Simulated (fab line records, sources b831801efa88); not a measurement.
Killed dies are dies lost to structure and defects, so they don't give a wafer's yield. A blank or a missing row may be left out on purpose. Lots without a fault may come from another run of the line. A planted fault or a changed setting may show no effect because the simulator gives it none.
Which tool did it? | flow gf180mcu | 13 lots, 39 wafers sampled, at 5 steps of a route of 602

WHAT THE GAUGES READ, wafer by wafer
GF_LVPWELL_OVL_MEAS_07.
lot  | measured    | on         | LVPWELL_OVL (nm)
L819 | day 3 21:29 | overlay-02 | 3.2 1.8 2.0
L820 | day 4 02:45 | overlay-02 | 1.4 1.4 1.6
L821 | day 4 08:09 | overlay-01 | -2.5 -1.1 -1.5
L822 | day 4 12:38 | overlay-02 | -1.3 -1.4 -1.2
L824 | day 5 00:47 | overlay-01 | 1.2 -0.2 1.8
L825 | day 5 05:17 | overlay-01 | -3.1 -3.1 -1.7
L826 | day 5 11:27 | overlay-02 | 2.3 2.2 1.4
L828 | day 6 01:37 | overlay-01 | -0.7 0.0 0.0
L832 | day 7 01:30 | overlay-02 | 0.9 1.8 0.4
L833 | day 7 06:14 | overlay-01 | - - -
L835 | day 7 14:52 | overlay-01 | 0.9 1.7 0.8
L840 | day 9 02:42 | overlay-01 | 0.7 0.4 1.9
L842 | day 9 12:21 | overlay-02 | 3.4 2.1 1.6

GF_LVPWELL_TW_MEAS_11.
lot  | measured    | on            | LVPWELL_TW
L819 | day 3 21:56 | film_metro-01 | 565 564 569
L820 | day 4 03:11 | film_metro-03 | 568 568 568
L821 | day 4 08:35 | film_metro-03 | 568 568 565
L822 | day 4 13:05 | film_metro-03 | 569 564 568
L824 | day 5 01:14 | film_metro-03 | 562 563 564
L825 | day 5 05:44 | film_metro-04 | 561 562 563
L826 | day 5 11:53 | film_metro-04 | 559 559 559
L828 | day 6 02:03 | film_metro-04 | 564 564 560
L832 | day 7 01:56 | film_metro-01 | 566 569 564
L833 | day 7 06:41 | film_metro-01 | 30 30 30
L835 | day 7 15:19 | film_metro-04 | 562 558 561
L840 | day 9 03:08 | film_metro-03 | 565 563 566
L842 | day 9 12:47 | film_metro-04 | 564 567 565

GF_MVPSD_OVL_MEAS_07.
lot  | measured     | on         | MVPSD_OVL (nm)
L819 | day 5 00:14  | overlay-02 | -0.4 0.4 0.1
L820 | day 5 05:29  | overlay-02 | 0.8 0.8 0.4
L821 | day 5 11:41  | overlay-01 | 0.1 -0.5 0.3
L822 | day 5 16:10  | overlay-02 | 1.1 0.9 0.2
L824 | day 6 05:21  | overlay-01 | -0.3 -0.1 -1.2
L825 | day 6 11:12  | overlay-01 | 0.6 2.3 0.8
L826 | day 6 17:33  | overlay-02 | -1.1 1.5 0.6
L828 | day 7 07:33  | overlay-01 | 0.9 -1.9 -2.6
L832 | day 8 08:49  | overlay-02 | 2.9 3.5 2.6
L833 | day 8 14:55  | overlay-02 | -0.9 0.2 -1.1
L835 | day 9 01:20  | overlay-01 | -0.8 -1.2 -0.4
L840 | day 10 14:07 | overlay-01 | -1.7 1.4 0.4
L842 | day 11 01:32 | overlay-01 | -0.8 1.1 1.5

WHICH TOOL RAN EACH LOT (tool, then ch and the chambers of the sampled wafers, then the start)
lot  | GF_STI_CMP_25                | GF_LVPWELL_EXPOSE_04
L819 | cmp-02 ch 0,2,3, day 2 05:35 | iline_stepper-01 ch 0, day 3 15:16
L820 | cmp-01 ch 0,1,3, day 2 09:28 | iline_stepper-02 ch 0, day 3 20:13
L821 | cmp-02 ch 1,2,3, day 2 13:59 | iline_stepper-02 ch 0, day 4 01:09
L822 | cmp-01 ch 0,1,3, day 2 18:07 | iline_stepper-02 ch 0, day 4 06:36
L824 | cmp-01 ch 1,2,3, day 3 05:33 | iline_stepper-01 ch 0, day 4 18:46
L825 | cmp-02 ch 0,3, day 3 11:01   | iline_stepper-01 ch 0, day 4 22:40
L826 | cmp-02 ch 1,2,3, day 3 15:01 | iline_stepper-01 ch 0, day 5 04:13
L828 | cmp-02 ch 1,2,3, day 4 03:31 | iline_stepper-01 ch 0, day 5 18:55
L832 | cmp-01 ch 0,1, day 5 00:56   | iline_stepper-01 ch 0, day 6 18:00
L833 | cmp-02 ch 0,2,3, day 5 06:36 | iline_stepper-02 ch 0, day 6 22:58
L835 | cmp-02 ch 0,3, day 5 16:08   | iline_stepper-01 ch 0, day 7 07:54
L840 | cmp-01 ch 0,1, day 6 22:22   | iline_stepper-02 ch 0, day 8 18:14
L842 | cmp-02 ch 0,2, day 7 06:25   | iline_stepper-02 ch 0, day 9 04:31
- GF_STI_CMP_25: polishes, stops on Si3N4, t overpolish 33 s, target thk 524.6 nm.
- GF_LVPWELL_EXPOSE_04: exposes mask LVPWELL, target cd 600 nm.

WHAT THE TOOLS THEMSELVES READ (means of the sampled wafers that have a number; where no wafer has one, the mark that the record gives instead)
GF_STI_CMP_25.
lot  | tool   | motor_current_A (A) | overpolish_run_s (s) | time_to_endpoint_s (s)
L819 | cmp-02 | 12.2                | 33.011               | 124
L820 | cmp-01 | 10.8                | 33.005               | 119
L821 | cmp-02 | 11.9                | 32.998               | 123
L822 | cmp-01 | 11.0                | 32.999               | 118
L824 | cmp-01 | 11.9                | 33.006               | 129
L825 | cmp-02 | 12.7                | 33.007               | 118
L826 | cmp-02 | 12.2                | 32.997               | 125
L828 | cmp-02 | 12.2                | 33.002               | 121
L832 | cmp-01 | 11.0                | 32.991               | 114
L833 | cmp-02 | 12.2                | 32.995               | 125
L835 | cmp-02 | 12.4                | 32.999               | 125
L840 | cmp-01 | 11.3                | 32.996               | 115
L842 | cmp-02 | 12.1                | 33.000               | 123

GF_LVPWELL_EXPOSE_04.
lot  | tool             | exposure_dose_mJ_cm2
L819 | iline_stepper-01 | 260.06
L820 | iline_stepper-02 | 260.02
L821 | iline_stepper-02 | 260.12
L822 | iline_stepper-02 | 259.74
L824 | iline_stepper-01 | 260.32
L825 | iline_stepper-01 | 260.01
L826 | iline_stepper-01 | 259.86
L828 | iline_stepper-01 | 259.75
L832 | iline_stepper-01 | 259.92
L833 | iline_stepper-02 | 259.81
L835 | iline_stepper-01 | 260.11
L840 | iline_stepper-02 | 259.97
L842 | iline_stepper-02 | 259.98

THE ANSWER, worked out from the rows above alone
Rule: what is usual is taken from the lots themselves. Put in order of their means at a reading, lots are off if they are a third of the lots or fewer, leave a main group of 4 or more, and stand apart from it by a gap of 3 or more times the standard deviation of the main group's means; of several such gaps the widest counts. A main group whose means are all the same, to the digits that the tables above print for the reading, isn't used. A lot without any number at a reading at which 4 lots or more have one is off too. The other lots that the step has rows for count as sound. The gauges are gone through in route order, then the tools' own readings, and for those a lot's mean is taken as printed above. The first step at which some lot is off is used, and at that step the reading that is off furthest; a lot without a number counts as furthest.
Off: L833, at GF_LVPWELL_OVL_MEAS_07 (LVPWELL_OVL). Without a number there: L833. The main group: mean 0.5 nm, standard deviation 1.6.
A tool fits if, at a process step before that reading, it ran every lot that is off, and no sound lot after the first of them. The gauges at GF_LVPWELL_OVL_MEAS_07 aren't tried: what is off there is off at GF_LVPWELL_TW_MEAS_11 too, on other tools, and a gauge's error can't cause that. None of those tried fits.

WHAT THE SIMULATOR HAD PUT IN
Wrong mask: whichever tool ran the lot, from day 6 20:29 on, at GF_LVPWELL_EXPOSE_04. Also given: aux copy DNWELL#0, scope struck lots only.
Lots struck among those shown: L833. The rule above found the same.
